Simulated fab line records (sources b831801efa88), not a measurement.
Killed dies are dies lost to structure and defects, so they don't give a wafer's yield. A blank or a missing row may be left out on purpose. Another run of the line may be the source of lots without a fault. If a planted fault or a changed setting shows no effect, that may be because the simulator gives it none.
One fault through the eyes of 2 desks -- flow gf180mcu -- what lay behind the numbers comes last; until then each desk has only its own

## TOOL OWNER'S DESK, implanter-04
The tool's own readings at GF_HV_LDD_IMPLANT_36, given as means over the sampled wafers that have a number, one for each lot that went through this tool. Any lot whose mean is over 4 standard deviations away from the usual mean is out of limits and marked OUT; that distance is given in the brackets.
Columns: A = doseIonsCm2 at GF_HV_LDD_IMPLANT_36, usual 7.501e+12; B = faradayCurrentUA at GF_HV_LDD_IMPLANT_36, usual 42.4
lot,first seen here,A,B
L263,day 11 22:22,7.504e+12,41.4
L265,day 12 11:40,7.489e+12,42.7
L269,day 14 03:58,2.602e+13 (+99 or more) OUT,145.4 (+99 or more) OUT
L270,day 14 07:16,2.603e+13 (+99 or more) OUT,145.9 (+99 or more) OUT
L282,day 18 03:19,7.492e+12,42.1
L283,day 18 10:40,7.503e+12,42.0
This desk's finding: out of limits on L269, L270; first on L269, day 14 03:58 (doseIonsCm2 at GF_HV_LDD_IMPLANT_36). Within limits: L263, L265, L282, L283.

## AT THE METROLOGY DESK
Means of the sampled wafers that have a number, per lot and without regard to the tool the lot ran on: this is what the gauges read. Any lot whose mean is over 4 standard deviations away from the usual mean is out of limits and marked OUT; that distance is given in the brackets.
Columns: A = HV_LDD_OVL at GF_HV_LDD_OVL_MEAS_08, usual 1.1 nm; B = HV_LDD_3_TW at GF_HV_LDD_TW_MEAS_38, usual 1429; C = HV_LDD_4_TW at GF_HV_LDD_TW_MEAS_50, usual 566.6; D = HV_LDD_RS at GF_HV_LDD_RS_MEAS_53, usual 418.1 ohm/sq
lot,first seen here,A,B,C,D
L263,day 10 08:16,3.0,1431,572.3,417.9
L265,day 10 21:26,1.2,1427,568.6,418.8
L269,day 12 11:59,2.2,1657 (+32) OUT,569.7,374.5 (-45) OUT
L270,day 12 15:02,-0.8,1668 (+34) OUT,569.5,374.9 (-44) OUT
L271,day 12 21:05,1.4,1428,563.8,418.7
L274,day 13 19:41,2.0,1435,564.2,416.3
L278,day 15 04:17,0.4,1425,565.6,416.9
L280,day 15 14:35,0.1,1421,565.0,418.3
L282,day 16 04:35,0.3,1423,566.0,416.3
L283,day 16 12:00,1.4,1422,567.1,417.6
L284,day 16 16:32,1.5,1422,566.7,419.3
L285,day 17 01:23,0.5,1432,566.8,416.6
This desk's result: L269, L270 out of limits, first on L269 (HV_LDD_3_TW at GF_HV_LDD_TW_MEAS_38), day 14 04:11. Within limits: L263, L265, L271, L274, L278, L280, L282, L283, L284, L285.

## BROUGHT TOGETHER
The tool owner's desk had the chance to raise an alarm at day 14 03:58 on L269, L270.
L269, L270 would have let the metrology desk raise an alarm at day 14 04:11.
All the named lots went through GF_HV_LDD_IMPLANT_36 on implanter-04.

## WHAT WAS PUT IN BY THE SIMULATOR
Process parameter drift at GF_HV_LDD_IMPLANT_36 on implanter-04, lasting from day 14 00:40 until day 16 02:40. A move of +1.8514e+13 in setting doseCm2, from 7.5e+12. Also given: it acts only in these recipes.
Shown lots that were struck: L269, L270.
Counting hours from when the fault started, the first reading out of limits came at 3 for the tool owner's desk and at 4 for the metrology desk.
